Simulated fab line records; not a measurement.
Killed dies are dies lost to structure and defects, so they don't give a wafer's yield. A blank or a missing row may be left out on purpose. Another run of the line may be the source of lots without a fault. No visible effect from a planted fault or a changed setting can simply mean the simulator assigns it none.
fab line records | flow gf180mcu
[record] lots = 13 wafers = 39 lastDay = 34
route steps=602 shown HV_LDD@198 NSD@246 PSD@255
lots that met no fault: taken from a fault-free run of the same line
startH: hours from the record's opening day to when the first of the lot's shown wafers began | waitH: how many hours have passed since the lot's step before this one | " unchanged from the row above | L1.1+2: a row that stands for several wafers | - value missing, or start not given | * or withheld: withheld | < > ~ a bound
route shown NAME@n: NAME is a module with steps in the file, n the number in the route of the first one | usual: mean/standard deviation of fault-free wafers | same: alike in all rows | chamber/n: place in a boat | sites: per-site readings | _std_site: standard deviation of those values | _edge_site: outer sites' mean less inner sites' | radiusMm: how far each site lies from the wafer's centre | mask NAME#n: copy n | behind: the last tool/chamber to shape the wafer | hold: the reason the lot was held/the length of the hold in hours/how it ended | device: whichever transistor did not switch (one of n, p or np) | end of line: at the end of the route, the tests of the same wafers | a step without rows: its recipe alone | killed: dies lost to structure and defects at the first sort, not the wafer's yield | map: dies across one wafer; x = killed, . = not, _ = none there
set.NAME: the setting the step ran with; set.NAME@STEP: the setting that earlier step ran with | model.NAME: the simulator's own value behind a step, which no gauge read
a sample of lots followed through the steps of the route, with each step as a table and each wafer as a row
services: a tool's chamber out of use, with start hour (startH, from the record's first day; less than 0 if before it), hours out, and reason
[[steps]]
[step GF_HV_LDD_STRIP_22]
[recipe] chemistry = O2/N2 powerW = 1400 pressureMtorr = 1500 platenTempC = 250 o2FlowSccm = 3000 n2FlowSccm = 300 overashFraction = 0.5
[usual] drypumpMotorCurrentA = 5.7/0.56 heaterPowerW = 337/28 oesProductAu = 0.715/0.0049 stripTimeToEndpointS = 12.63/0.033
// columns lot.wafer tool chamber startH waitH drypumpMotorCurrentA heaterPowerW oesProductAu rfHoursCounterH stripTimeToEndpointS
L719.1 plasmaAsher-01 0 242.02 0.1 5.0 330 0.726 41 12.65
L719.3 " 0 " " 5.0 324 0.716 - 12.59
L719.5 " 1 " " 6.1 344 0.707 - 12.63
L720.2 plasmaAsher-04 1 247.07 0.1 5.3 295 0.719 66 12.62
L720.5 " 0 " " 6.6 319 0.720 - 12.64
L720.6 " 1 " " 5.3 299 0.716 - 12.63
L721.1 plasmaAsher-01 1 255.68 0.1 6.1 349 0.718 42 12.61
L721.3 " 1 " " 6.1 346 0.709 - 12.67
L721.5 " 1 " " 6.1 341 0.713 - 12.68
L723.1 plasmaAsher-04 0 273.36 0.1 6.5 333 0.716 69 12.66
L723.2 " 1 " " 5.3 302 0.716 69 12.63
L723.5 " 0 " " 6.5 334 0.719 - 12.66
L724.2 plasmaAsher-01 0 280.68 0.1 5.0 324 0.721 45 12.63
L724.5 " 1 " " 6.1 356 0.716 - 12.60
L724.6 " 0 " " 5.0 331 0.715 - 12.58
L725.1 plasmaAsher-03 1 284.41 0.1 5.7 375 0.718 18 12.65
L725.2 " 0 " " 5.3 402 0.714 18 12.61
L725.6 " 0 " " 5.3 391 0.717 - 12.62
L726.1 plasmaAsher-04 1 292.47 0.1 5.3 297 0.708 71 12.69
L726.2 " 0 " " 6.5 326 0.710 71 12.71
L726.5 " 0 " " 6.5 318 0.717 - 12.71
L727.1 plasmaAsher-04 0 300.67 0.1 6.6 326 0.712 72 12.67
L727.2 " 1 " " 5.3 305 0.720 72 12.67
L727.3 " 1 " " 5.2 304 0.710 - 12.67
L728.3 plasmaAsher-04 1 312.46 0.1 5.3 293 0.724 - 12.58
L728.4 " 0 " " 6.5 326 0.713 - 12.60
L728.6 " 0 " " 6.5 315 0.715 - 12.63
L739.1 plasmaAsher-01 1 397.32 0.1 6.1 353 0.710 56 12.67
L739.3 " 1 " " 6.1 347 0.717 - 12.68
L739.4 " 0 " " 5.0 324 0.717 - 12.65
L738.1 plasmaAsher-01 1 398.02 0.1 6.0 347 0.720 56 12.62
L738.5 " 0 " " 5.0 324 0.718 - 12.61
L738.6 " 1 " " 6.1 344 0.711 - 12.63
L740.1 plasmaAsher-03 1 398.17 0.1 5.7 373 0.723 30 12.66
L740.2 " 0 " " 5.3 378 0.719 30 12.62
L740.4 " 1 " " 5.7 377 0.718 - 12.61
L741.3 plasmaAsher-04 0 407.86 0.1 6.5 330 0.718 - 12.59
L741.4 " 1 " " 5.2 302 0.712 - 12.66
L741.6 " 1 " " 5.3 294 0.714 - 12.64
[step GF_HV_LDD_STRIP_37]
[recipe] chemistry = O2/N2 powerW = 1400 pressureMtorr = 1500 platenTempC = 250 o2FlowSccm = 3000 n2FlowSccm = 300 overashFraction = 0.5
[usual] drypumpMotorCurrentA = 5.6/0.56 heaterPowerW = 338/27 oesProductAu = 0.716/0.0047 stripTimeToEndpointS = 12.63/0.033
// columns lot.wafer tool chamber startH waitH drypumpMotorCurrentA heaterPowerW oesProductAu rfHoursCounterH stripTimeToEndpointS
L719.1 plasmaAsher-01 1 261.22 0.1 6.1 351 0.707 43 12.68
L719.3 " 1 " " 6.0 344 0.710 - 12.65
L719.5 " 1 " " 6.1 343 0.719 - 12.68
L720.2 plasmaAsher-04 1 266.88 0.1 5.3 301 0.709 68 12.61
L720.5 " 0 " " 6.5 324 0.711 - 12.57
L720.6 " 1 " " 5.3 302 0.713 - 12.62
L721.1 plasmaAsher-01 1 275.33 0.1 6.0 353 0.720 44 12.66
L721.3 " 1 " " 6.0 356 0.709 - 12.67
L721.5 " 1 " " 6.0 338 0.712 - 12.66
L723.1 plasmaAsher-04 1 293.52 0.1 5.2 300 0.719 71 12.62
L723.2 " 0 " " 6.5 325 0.719 71 12.60
L723.5 " 1 " " 5.3 305 0.716 - 12.61
L724.2 plasmaAsher-04 0 301.42 0.1 6.5 323 0.720 72 12.68
L724.5 " 1 " " 5.3 296 0.718 - 12.66
L724.6 " 0 " " 6.5 327 0.720 - 12.65
L725.1 plasmaAsher-04 0 305.27 0.1 6.5 328 0.715 72 12.62
L725.2 " 1 " " 5.2 309 0.718 72 12.67
L725.6 " 0 " " 6.5 323 0.718 - 12.65
L726.1 plasmaAsher-01 0 313.52 0.1 5.0 321 0.719 48 12.57
L726.2 " 1 " " 6.1 350 0.714 48 12.57
L726.5 " 1 " " 6.1 341 0.715 - 12.57
L727.1 plasmaAsher-01 1 322.57 0.1 6.1 348 0.718 49 12.62
L727.2 " 0 " " 5.0 326 0.715 49 12.60
L727.3 " 1 " " 6.1 346 0.724 - 12.62
L728.3 plasmaAsher-01 0 333.55 0.1 5.0 318 0.722 - 12.61
L728.4 " 1 " " 6.1 345 0.721 - 12.62
L728.6 " 1 " " 6.1 345 0.715 - 12.63
L739.1 plasmaAsher-04 1 421.51 0.1 5.2 302 0.725 82 12.64
L739.3 " 0 " " 6.6 321 0.722 - 12.66
L739.4 " 1 " " 5.2 310 0.704 - 12.67
L738.1 plasmaAsher-03 0 422.16 0.1 5.3 394 0.718 33 12.61
L738.5 " 0 " " 5.3 388 0.713 - 12.64
L738.6 " 1 " " 5.7 374 0.717 - 12.58
L740.1 plasmaAsher-03 0 422.46 0.1 5.3 399 0.721 33 12.66
L740.2 " 1 " " 5.7 364 0.717 33 12.58
L740.4 " 1 " " 5.7 375 0.714 - 12.67
L741.3 plasmaAsher-04 0 432.36 0.1 6.5 330 0.716 - 12.63
L741.4 " 1 " " 5.2 290 0.717 - 12.66
L741.6 " 0 " " 6.5 331 0.707 - 12.62
[step GF_NSD_STRIP_11]
[recipe] chemistry = O2/N2 powerW = 1400 pressureMtorr = 1500 platenTempC = 250 o2FlowSccm = 3000 n2FlowSccm = 300 overashFraction = 0.5
[usual] drypumpMotorCurrentA = 5.7/0.39 heaterPowerW = 342/31 oesProductAu = 0.487/0.0041 stripTimeToEndpointS = 22.96/0.038
// columns lot.wafer tool chamber startH waitH drypumpMotorCurrentA heaterPowerW oesProductAu rfHoursCounterH stripTimeToEndpointS
L719.1 plasmaAsher-02 1 305.27 0.1 5.6 325 0.487 60 22.98
L719.3 " 1 " " 5.6 334 0.493 - 22.98
L719.5 " 1 " " 5.6 324 0.481 - 22.96
L720.2 plasmaAsher-03 1 310.11 0.1 5.7 375 0.491 21 22.94
L720.5 " 0 " " 5.3 405 0.484 - 22.90
L720.6 " 1 " " 5.7 366 0.484 - 22.97
L721.1 plasmaAsher-03 1 321.36 0.1 5.7 371 0.487 22 23.00
L721.3 " 1 " " 5.7 370 0.483 - 23.00
L721.5 " 1 " " 5.7 370 0.489 - 22.99
L723.1 plasmaAsher-03 1 337.76 0.1 5.7 384 0.492 24 22.99
L723.2 " 0 " " 5.3 390 0.488 24 22.95
L723.5 " 1 " " 5.7 376 0.479 - 22.95
L724.2 plasmaAsher-04 0 346.77 0.1 6.5 324 0.493 76 22.99
L724.5 " 0 " " 6.6 323 0.495 - 22.99
L724.6 " 1 " " 5.3 300 0.490 - 22.97
L725.1 plasmaAsher-02 1 352.62 0.1 5.6 334 0.493 65 22.96
L725.2 " 0 " " 6.1 315 0.483 65 22.92
L725.6 " 0 " " 6.1 318 0.488 - 22.97
L726.1 plasmaAsher-02 0 357.71 0.1 6.1 320 0.488 65 22.98
L726.2 " 1 " " 5.6 333 0.485 65 22.98
L726.5 " 0 " " 6.1 323 0.479 - 22.97
L727.1 plasmaAsher-02 1 366.12 0.1 5.5 325 0.486 66 22.97
L727.2 " 0 " " 6.1 328 0.485 66 22.98
L727.3 " 1 " " 5.5 334 0.490 - 23.04
L728.3 plasmaAsher-02 1 379.61 0.1 5.6 329 0.555 - -
L728.4 " 0 " " 6.0 326 0.556 - -
L728.6 " 0 " " 6.1 314 0.557 - -
L739.1 plasmaAsher-03 1 473.37 0.1 5.7 373 0.487 38 22.94
L739.3 " 1 " " 5.7 365 0.487 - 22.92
L739.4 " 0 " " 5.3 395 0.493 - 22.92
L738.1 plasmaAsher-03 0 474.32 0.1 5.3 394 0.483 39 22.98
L738.5 " 1 " " 5.7 370 0.487 - 23.02
L738.6 " 0 " " 5.3 402 0.480 - 23.02
L740.1 plasmaAsher-03 1 475.76 0.1 5.7 368 0.490 39 22.95
L740.2 " 0 " " 5.3 399 0.490 39 22.97
L740.4 " 1 " " 5.8 372 0.482 - 22.94
L741.3 plasmaAsher-04 1 485.74 0.1 5.3 296 0.490 - 22.87
L741.4 " 0 " " 6.5 319 0.491 - 22.85
L741.6 " 1 " " 5.3 303 0.485 - 22.88
[step GF_PSD_CD_MEAS_07]
[recipe] targetCdNm = 400
[usual] cdNm = 400.4/2.3
// columns lot.wafer tool chamber startH waitH cdNm
L719.1 cdSem-01 - 325.77 0.1 400.1
L719.3 " - " " 399.7
L719.5 " - " " 400.3
L720.2 cdSem-02 - 331.03 0.1 400.2
L720.5 " - " " 400.0
L720.6 " - " " 401.9
L721.1 cdSem-01 - 342.31 0.1 403.1
L721.3 " - " " 403.4
L721.5 " - " " 401.3
L723.1 cdSem-02 - 358.25 0.1 404.6
L723.2 " - " " 405.3
L723.5 " - " " 402.3
L724.2 cdSem-01 - 366.17 0.1 400.0
L724.5 " - " " 398.2
L724.6 " - " " 400.3
L725.1 cdSem-01 - 373.87 0.1 399.9
L725.2 " - " " 398.1
L725.6 " - " " 401.2
L726.1 cdSem-01 - 379.32 0.1 395.2
L726.2 " - " " 396.8
L726.5 " - " " 394.2
L727.1 cdSem-02 - 388.45 0.1 401.9
L727.2 " - " " 402.0
L727.3 " - " " 402.9
L728.3 cdSem-01 - 402.54 0.1 400.2
L728.4 " - " " 401.8
L728.6 " - " " 399.9
L739.1 cdSem-02 - 496.95 0.1 404.4
L739.3 " - " " 404.2
L739.4 " - " " 403.0
L738.1 cdSem-01 - 498.80 0.1 401.6
L738.5 " - " " 403.9
L738.6 " - " " 401.1
L740.1 cdSem-02 - 499.72 0.1 400.1
L740.2 " - " " 399.5
L740.4 " - " " 397.6
L741.3 cdSem-01 - 509.09 0.1 396.8
L741.4 " - " " 398.5
L741.6 " - " " 400.6
[step GF_PSD_STRIP_10]
[recipe] chemistry = O2/N2 powerW = 1400 pressureMtorr = 1500 platenTempC = 250 o2FlowSccm = 3000 n2FlowSccm = 300 overashFraction = 0.5
[usual] drypumpMotorCurrentA = 5.6/0.36 heaterPowerW = 351/30 oesProductAu = 0.593/0.0043 stripTimeToEndpointS = 16.52/0.043
// columns lot.wafer tool chamber startH waitH drypumpMotorCurrentA heaterPowerW oesProductAu rfHoursCounterH stripTimeToEndpointS
L719.1 plasmaAsher-02 1 326.07 0.1 5.6 320 0.599 62 16.57
L719.3 " 0 " " 6.1 313 0.593 - 16.57
L719.5 " 1 " " 5.6 343 0.598 - 16.58
L720.2 plasmaAsher-01 0 331.31 0.1 5.0 336 0.596 50 16.54
L720.5 " 1 " " 6.1 351 0.595 - 16.59
L720.6 " 0 " " 5.0 327 0.593 - 16.48
L721.1 plasmaAsher-02 0 342.61 0.1 6.1 319 0.589 64 16.52
L721.3 " 0 " " 6.1 320 0.594 - 16.55
L721.5 " 1 " " 5.6 334 0.597 - 16.54
L723.1 plasmaAsher-02 0 358.56 0.1 6.1 323 0.596 65 16.56
L723.2 " 1 " " 5.6 331 0.592 65 16.56
L723.5 " 1 " " 5.6 335 0.599 - 16.54
L724.2 plasmaAsher-03 1 366.46 0.1 5.7 374 0.588 27 16.51
L724.5 " 1 " " 5.7 366 0.595 - 16.47
L724.6 " 0 " " 5.3 394 0.587 - 16.47
L725.1 plasmaAsher-01 0 374.17 0.1 5.0 326 0.593 54 16.54
L725.2 " 1 " " 6.1 341 0.588 54 16.50
L725.6 " 1 " " 6.1 353 0.594 - 16.53
L726.1 plasmaAsher-01 0 379.62 0.1 5.0 324 0.587 55 16.50
L726.2 " 1 " " 6.1 350 0.593 55 16.49
L726.5 " 0 " " 4.9 323 0.591 - 16.49
L727.1 plasmaAsher-02 1 388.76 0.1 5.6 329 0.599 69 16.57
L727.2 " 0 " " 6.1 328 0.589 69 16.55
L727.3 " 0 " " 6.1 323 0.595 - 16.59
L728.3 plasmaAsher-03 1 402.84 0.1 5.7 372 0.613 - 19.73
L728.4 " 0 " " 5.3 386 0.616 - 19.73
L728.6 " 1 " " 5.7 371 0.621 - 19.65
L739.1 plasmaAsher-01 0 497.26 0.1 5.0 319 0.587 67 16.45
L739.3 " 0 " " 5.0 327 0.598 - 16.47
L739.4 " 1 " " 6.1 349 0.592 - 16.49
L738.1 plasmaAsher-02 1 499.11 0.1 5.6 332 0.599 7 16.53
L738.5 " 1 " " 5.6 324 0.594 - 16.58
L738.6 " 0 " " 6.1 314 0.592 - 16.54
L740.1 plasmaAsher-01 1 500.02 0.1 6.1 344 0.593 67 16.41
L740.2 " 0 " " 5.0 327 0.587 67 16.41
L740.4 " 0 " " 5.0 333 0.592 - 16.44
L741.3 plasmaAsher-03 1 509.39 0.1 5.7 374 0.592 - 16.43
L741.4 " 0 " " 5.3 398 0.581 - 16.44
L741.6 " 0 " " 5.3 389 0.595 - 16.45
[step GF_PSD_TW_MEAS_11]
[usual] PSD_TW = 3171/24
// columns lot.wafer tool chamber startH waitH PSD_TW
L719.1 filmMetro-01 - 326.17 0.1 3194
L719.3 " - " " 3178
L719.5 " - " " 3197
L720.2 filmMetro-02 - 331.42 0.1 3134
L720.5 " - " " 3128
L720.6 " - " " 3126
L721.1 filmMetro-01 - 342.71 0.1 3190
L721.3 " - " " 3191
L721.5 " - " " 3188
L723.1 filmMetro-03 - 358.66 0.1 3169
L723.2 " - " " 3173
L723.5 " - " " 3165
L724.2 filmMetro-01 - 366.57 0.1 3199
L724.5 " - " " 3204
L724.6 " - " " 3210
L725.1 filmMetro-02 - 374.27 0.1 3150
L725.2 " - " " 3155
L725.6 " - " " 3150
L726.1 filmMetro-01 - 379.72 0.1 3199
L726.2 " - " " 3209
L726.5 " - " " 3200
L727.1 filmMetro-02 - 388.86 0.1 3125
L727.2 " - " " 3155
L727.3 " - " " 3120
L728.3 filmMetro-03 - 402.93 0.1 30
L728.4 " - " " 30
L728.6 " - " " 30
L739.1 filmMetro-02 - 497.36 0.1 3166
L739.3 " - " " 3162
L739.4 " - " " 3157
L738.1 filmMetro-03 - 499.21 0.1 3182
L738.5 " - " " 3166
L738.6 " - " " 3183
L740.1 filmMetro-02 - 500.12 0.1 3159
L740.2 " - " " 3162
L740.4 " - " " 3154
L741.3 filmMetro-02 - 509.48 0.1 3150
L741.4 " - " " 3157
L741.6 " - " " 3155
[[services]]
// columns tool chamber startH hours kind
plasmaAsher-02 - 262.61 1.0 repair
plasmaAsher-03 - 288.34 0.7 repair
plasmaAsher-04 - 380.59 23.9 repair
plasmaAsher-03 - 385.28 7.6 repair
plasmaAsher-02 - 421.25 9.0 pm
plasmaAsher-02 0 421.25 9.0 ventCycle
plasmaAsher-02 1 421.25 9.0 ventCycle
plasmaAsher-02 0 430.25 - clean
plasmaAsher-02 1 430.25 - clean
plasmaAsher-04 - 452.62 2.9 repair
[[key]]
[firstSign] step = GF_NSD_STRIP_11 reading = oesProductAu direction = up sigmas = 17 usual = 0.487 struck = 0.556
[effect] step = GF_PSD_STRIP_10 reading = stripTimeToEndpointS direction = up sigmas = 74 usual = * struck = *
[effect] step = GF_PSD_TW_MEAS_11 reading = PSD_TW direction = down sigmas = 99+ usual = 3171 struck = 30
metAt GF_NSD_STRIP_11
struckLots L728
sortLeftOut L728.3,L728.4,L728.6
testerLeftOut L728
notActingAt GF_HV_LDD_STRIP_22,GF_HV_LDD_STRIP_37,GF_PSD_CD_MEAS_07
onsetBetween 366.12 379.61
[fault] kind = stripAborted tool = plasmaAsher-02 chamber = - onsetH = 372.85 steps = GF_NSD_STRIP_11 offset = 0.42678 endH = 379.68
// testerLeftOut: of these lots the tester's yield and bins aren't shown, on N5 and GAA mostly nor the transistor test; their killed dies are dies lost to structure and defects alone, not to doping, threshold or leakage, so they don't give the yield
// sortLeftOut: the simulated sort isn't trusted on such a fault, so these wafers' sort isn't shown, and their yield isn't known
